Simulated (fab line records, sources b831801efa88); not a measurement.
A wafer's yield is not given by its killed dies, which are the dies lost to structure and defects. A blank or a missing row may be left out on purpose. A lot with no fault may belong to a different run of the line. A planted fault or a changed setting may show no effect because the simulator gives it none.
Which tool did it? :: flow gf180mcu :: Sampling: 13 lots, 39 wafers, 6 of 602 route steps

## WHAT THE GAUGES READ, wafer by wafer
GF_LVPWELL_TW_MEAS_11. Usual: for LVPWELL_TW the level is 563 and the standard deviation is 7.3.
lot: L312
measured: day 3 21:12
on: film-metro-04
LVPWELL_TW: 566 566 567
flag: 

lot: L314
measured: day 4 08:11
on: film-metro-04
LVPWELL_TW: 566 565 567
flag: 

lot: L315
measured: day 4 16:10
on: film-metro-01
LVPWELL_TW: 551 552 553
flag: 

lot: L316
measured: day 4 18:42
on: film-metro-03
LVPWELL_TW: 567 568 567
flag: 

lot: L317
measured: day 5 01:56
on: film-metro-01
LVPWELL_TW: 554 551 554
flag: 

lot: L318
measured: day 5 07:42
on: film-metro-03
LVPWELL_TW: 567 572 574
flag: 

lot: L321
measured: day 6 00:09
on: film-metro-04
LVPWELL_TW: 566 566 565
flag: 

lot: L323
measured: day 6 11:25
on: film-metro-03
LVPWELL_TW: 605 604 600
flag: OFF

lot: L326
measured: day 7 12:46
on: film-metro-04
LVPWELL_TW: 596 597 600
flag: OFF

lot: L329
measured: day 7 21:22
on: film-metro-04
LVPWELL_TW: 566 567 565
flag: 

lot: L331
measured: day 8 12:28
on: film-metro-01
LVPWELL_TW: 554 555 553
flag: 

lot: L332
measured: day 8 16:18
on: film-metro-01
LVPWELL_TW: 554 553 554
flag: 

lot: L335
measured: day 9 07:07
on: film-metro-01
LVPWELL_TW: 551 551 553
flag: 

GF_VT_IMPLANT_RS_MEAS_48: measurement is done with a four-point probe. Usual: for LVPWELL_RS the level is 1196 ohm/sq and the standard deviation is 3.4.
lot: L312
measured: day 7 13:37
on: film-metro-04
LVPWELL_RS (ohm/sq): 1193 1195 1191
flag: 

lot: L314
measured: day 8 01:46
on: film-metro-03
LVPWELL_RS (ohm/sq): 1198 1201 1200
flag: 

lot: L315
measured: day 8 11:01
on: film-metro-01
LVPWELL_RS (ohm/sq): 1198 1200 1199
flag: 

lot: L316
measured: day 8 13:53
on: film-metro-01
LVPWELL_RS (ohm/sq): 1201 1199 1198
flag: 

lot: L317
measured: day 8 23:38
on: film-metro-03
LVPWELL_RS (ohm/sq): 1201 1202 1198
flag: 

lot: L318
measured: day 9 07:17
on: film-metro-03
LVPWELL_RS (ohm/sq): 1192 1192 1192
flag: 

lot: L321
measured: day 10 01:50
on: film-metro-03
LVPWELL_RS (ohm/sq): 1200 1197 1195
flag: 

lot: L323
measured: day 10 14:56
on: film-metro-03
LVPWELL_RS (ohm/sq): 1032 1031 1029
flag: OFF

lot: L326
measured: day 11 22:27
on: film-metro-03
LVPWELL_RS (ohm/sq): 1033 1030 1028
flag: OFF

lot: L329
measured: day 12 09:28
on: film-metro-01
LVPWELL_RS (ohm/sq): 1195 1197 1193
flag: 

lot: L331
measured: day 13 01:21
on: film-metro-04
LVPWELL_RS (ohm/sq): 1194 1194 1193
flag: 

lot: L332
measured: day 13 07:02
on: film-metro-03
LVPWELL_RS (ohm/sq): 1199 1200 1201
flag: 

lot: L335
measured: day 14 00:58
on: film-metro-04
LVPWELL_RS (ohm/sq): 1192 1195 1194
flag: 

GF_CONTACT_CD_MEAS_14: target cd 220 nm. Usual: 219.9 nm for cd-nm, sd 1.6.
lot: L312
measured: day 16 00:55
on: cd-sem-02
cd-nm (nm): 221.3 222.2 222.7
flag: 

lot: L314
measured: day 16 16:51
on: cd-sem-02
cd-nm (nm): 219.2 220.6 219.8
flag: 

lot: L315
measured: day 17 04:28
on: cd-sem-01
cd-nm (nm): 221.0 221.0 221.5
flag: 

lot: L316
measured: day 17 08:04
on: cd-sem-01
cd-nm (nm): 216.9 217.4 217.2
flag: 

lot: L317
measured: day 17 20:24
on: cd-sem-02
cd-nm (nm): 219.9 221.0 221.0
flag: 

lot: L318
measured: day 18 10:59
on: cd-sem-01
cd-nm (nm): 222.4 219.8 221.0
flag: 

lot: L321
measured: day 19 09:19
on: cd-sem-01
cd-nm (nm): 217.7 218.9 218.4
flag: 

lot: L323
measured: day 20 04:34
on: cd-sem-02
cd-nm (nm): 217.7 217.9 217.6
flag: 

lot: L326
measured: day 21 17:46
on: cd-sem-02
cd-nm (nm): 218.1 219.0 217.4
flag: 

lot: L329
measured: day 22 08:46
on: cd-sem-02
cd-nm (nm): 216.8 218.6 219.3
flag: 

lot: L331
measured: day 23 01:59
on: cd-sem-01
cd-nm (nm): 221.7 221.5 221.2
flag: 

lot: L332
measured: day 23 10:46
on: cd-sem-02
cd-nm (nm): 221.4 221.3 220.1
flag: 

lot: L335
measured: day 24 04:06
on: cd-sem-01
cd-nm (nm): 218.1 219.5 218.5
flag: 

GF_CONTACT_OVL_MEAS_15. Usual: for CONTACT_OVL the level is 0 nm and the standard deviation is 4.7.
lot: L312
measured: day 16 01:02
on: overlay-02
CONTACT_OVL (nm): 1 0 -1
flag: 

lot: L314
measured: day 16 16:58
on: overlay-01
CONTACT_OVL (nm): -1 2 -3
flag: 

lot: L315
measured: day 17 04:35
on: overlay-02
CONTACT_OVL (nm): 13 2 10
flag: 

lot: L316
measured: day 17 08:11
on: overlay-02
CONTACT_OVL (nm): 0 3 5
flag: 

lot: L317
measured: day 17 20:31
on: overlay-02
CONTACT_OVL (nm): -3 1 -2
flag: 

lot: L318
measured: day 18 11:06
on: overlay-02
CONTACT_OVL (nm): 2 4 -1
flag: 

lot: L321
measured: day 19 09:25
on: overlay-01
CONTACT_OVL (nm): -7 -4 -8
flag: 

lot: L323
measured: day 20 04:40
on: overlay-01
CONTACT_OVL (nm): -5 -2 3
flag: 

lot: L326
measured: day 21 17:52
on: overlay-02
CONTACT_OVL (nm): -3 1 1
flag: 

lot: L329
measured: day 22 08:52
on: overlay-02
CONTACT_OVL (nm): -3 2 3
flag: 

lot: L331
measured: day 23 02:05
on: overlay-02
CONTACT_OVL (nm): -3 1 1
flag: 

lot: L332
measured: day 23 10:52
on: overlay-02
CONTACT_OVL (nm): 2 8 -2
flag: 

lot: L335
measured: day 24 04:13
on: overlay-02
CONTACT_OVL (nm): -3 0 2
flag: 

## TOOL THAT RAN EACH LOT (tool first, then ch and the chambers of the sampled wafers, then the start)
lot: L312
GF_LVPWELL_IMPLANT_09: implanter-02 ch 0, day 3 20:58
GF_SALICIDE_RTA_08: rtp-anneal-02 ch 0, day 15 02:19

lot: L314
GF_LVPWELL_IMPLANT_09: implanter-02 ch 0, day 4 07:56
GF_SALICIDE_RTA_08: rtp-anneal-02 ch 0, day 15 18:05

lot: L315
GF_LVPWELL_IMPLANT_09: implanter-01 ch 0, day 4 15:55
GF_SALICIDE_RTA_08: rtp-anneal-02 ch 0, day 16 05:37

lot: L316
GF_LVPWELL_IMPLANT_09: implanter-03 ch 0, day 4 18:28
GF_SALICIDE_RTA_08: rtp-anneal-01 ch 0, day 16 09:28

lot: L317
GF_LVPWELL_IMPLANT_09: implanter-03 ch 0, day 5 01:41
GF_SALICIDE_RTA_08: rtp-anneal-02 ch 0, day 16 21:19

lot: L318
GF_LVPWELL_IMPLANT_09: implanter-02 ch 0, day 5 07:28
GF_SALICIDE_RTA_08: rtp-anneal-01 ch 0, day 17 11:04

lot: L321
GF_LVPWELL_IMPLANT_09: implanter-01 ch 0, day 5 23:55
GF_SALICIDE_RTA_08: rtp-anneal-02 ch 0, day 18 08:39

lot: L323
GF_LVPWELL_IMPLANT_09: implanter-03 ch 0, day 6 10:35
GF_SALICIDE_RTA_08: rtp-anneal-02 ch 0, day 19 03:58

lot: L326
GF_LVPWELL_IMPLANT_09: implanter-01 ch 0, day 7 12:13
GF_SALICIDE_RTA_08: rtp-anneal-01 ch 0, day 20 17:31

lot: L329
GF_LVPWELL_IMPLANT_09: implanter-03 ch 0, day 7 21:05
GF_SALICIDE_RTA_08: rtp-anneal-01 ch 0, day 21 08:06

lot: L331
GF_LVPWELL_IMPLANT_09: implanter-01 ch 0, day 8 12:14
GF_SALICIDE_RTA_08: rtp-anneal-02 ch 0, day 22 02:49

lot: L332
GF_LVPWELL_IMPLANT_09: implanter-03 ch 0, day 8 16:04
GF_SALICIDE_RTA_08: rtp-anneal-02 ch 0, day 22 11:08

lot: L335
GF_LVPWELL_IMPLANT_09: implanter-01 ch 0, day 9 06:52
GF_SALICIDE_RTA_08: rtp-anneal-01 ch 0, day 23 05:11
- GF_LVPWELL_IMPLANT_09
- GF_SALICIDE_RTA_08: time 30 s.

## AS READ BY THE TOOLS THEMSELVES (means over the sampled wafers that have a number; for cases with no such wafer, the mark the record gives instead)
GF_LVPWELL_IMPLANT_09. Usual: tilt-deg -0.004 degrees, standard deviation 0.02.
lot: L312
tool: implanter-02
tilt-deg (degrees): 0.006
flag: 

lot: L314
tool: implanter-02
tilt-deg (degrees): -0.017
flag: 

lot: L315
tool: implanter-01
tilt-deg (degrees): -0.028
flag: 

lot: L316
tool: implanter-03
tilt-deg (degrees): -0.018
flag: 

lot: L317
tool: implanter-03
tilt-deg (degrees): -0.021
flag: 

lot: L318
tool: implanter-02
tilt-deg (degrees): 0.014
flag: 

lot: L321
tool: implanter-01
tilt-deg (degrees): 0.004
flag: 

lot: L323
tool: implanter-03
tilt-deg (degrees): 0.007
flag: 

lot: L326
tool: implanter-01
tilt-deg (degrees): 0.004
flag: 

lot: L329
tool: implanter-03
tilt-deg (degrees): -0.014
flag: 

lot: L331
tool: implanter-01
tilt-deg (degrees): 0.017
flag: 

lot: L332
tool: implanter-03
tilt-deg (degrees): -0.004
flag: 

lot: L335
tool: implanter-01
tilt-deg (degrees): -0.012
flag: 

GF_SALICIDE_RTA_08. Usual: lamp-power-pct 17.6 %, standard deviation 1.3; wafer_temp_C_max 804.7, standard deviation 1.1.
lot: L312
tool: rtp-anneal-02
lamp-power-pct (%): 18.6
wafer_temp_C_max: 804.0
flag: 

lot: L314
tool: rtp-anneal-02
lamp-power-pct (%): 18.6
wafer_temp_C_max: 805.3
flag: 

lot: L315
tool: rtp-anneal-02
lamp-power-pct (%): 18.6
wafer_temp_C_max: 804.6
flag: 

lot: L316
tool: rtp-anneal-01
lamp-power-pct (%): 15.9
wafer_temp_C_max: 805.5
flag: 

lot: L317
tool: rtp-anneal-02
lamp-power-pct (%): 18.6
wafer_temp_C_max: 805.7
flag: 

lot: L318
tool: rtp-anneal-01
lamp-power-pct (%): 15.9
wafer_temp_C_max: 804.6
flag: 

lot: L321
tool: rtp-anneal-02
lamp-power-pct (%): 18.7
wafer_temp_C_max: 803.9
flag: 

lot: L323
tool: rtp-anneal-02
lamp-power-pct (%): 18.7
wafer_temp_C_max: 803.7
flag: 

lot: L326
tool: rtp-anneal-01
lamp-power-pct (%): 15.9
wafer_temp_C_max: 805.4
flag: 

lot: L329
tool: rtp-anneal-01
lamp-power-pct (%): 15.9
wafer_temp_C_max: 805.7
flag: 

lot: L331
tool: rtp-anneal-02
lamp-power-pct (%): 18.6
wafer_temp_C_max: 804.7
flag: 

lot: L332
tool: rtp-anneal-02
lamp-power-pct (%): 18.7
wafer_temp_C_max: 804.4
flag: 

lot: L335
tool: rtp-anneal-01
lamp-power-pct (%): 15.9
wafer_temp_C_max: 806.2
flag: 

## THE ANSWER, worked out from the rows above alone
Rule: lot off if the mean of its wafers having a number is beyond 3 standard deviations from the usual mean. A lot without any number at a reading at which 4 lots or more have one is off too. Any other lot the step has rows for is counted as sound. After the gauges, taken in route order, come the tools' own readings; for these a lot's mean is taken, as printed above. At the first step where some lot is off, the reading lying furthest off is the one used; lots without a number count as furthest.
Off: L323, L326, at GF_LVPWELL_TW_MEAS_11 (LVPWELL_TW).
If a tool, at a process step before that reading, ran all the lots that are off and no sound lot after the first of them, it fits. Gauges at GF_LVPWELL_TW_MEAS_11: tried the same way as those tools. None of those tried fits.

## WHAT THE SIMULATOR HAD INSERTED
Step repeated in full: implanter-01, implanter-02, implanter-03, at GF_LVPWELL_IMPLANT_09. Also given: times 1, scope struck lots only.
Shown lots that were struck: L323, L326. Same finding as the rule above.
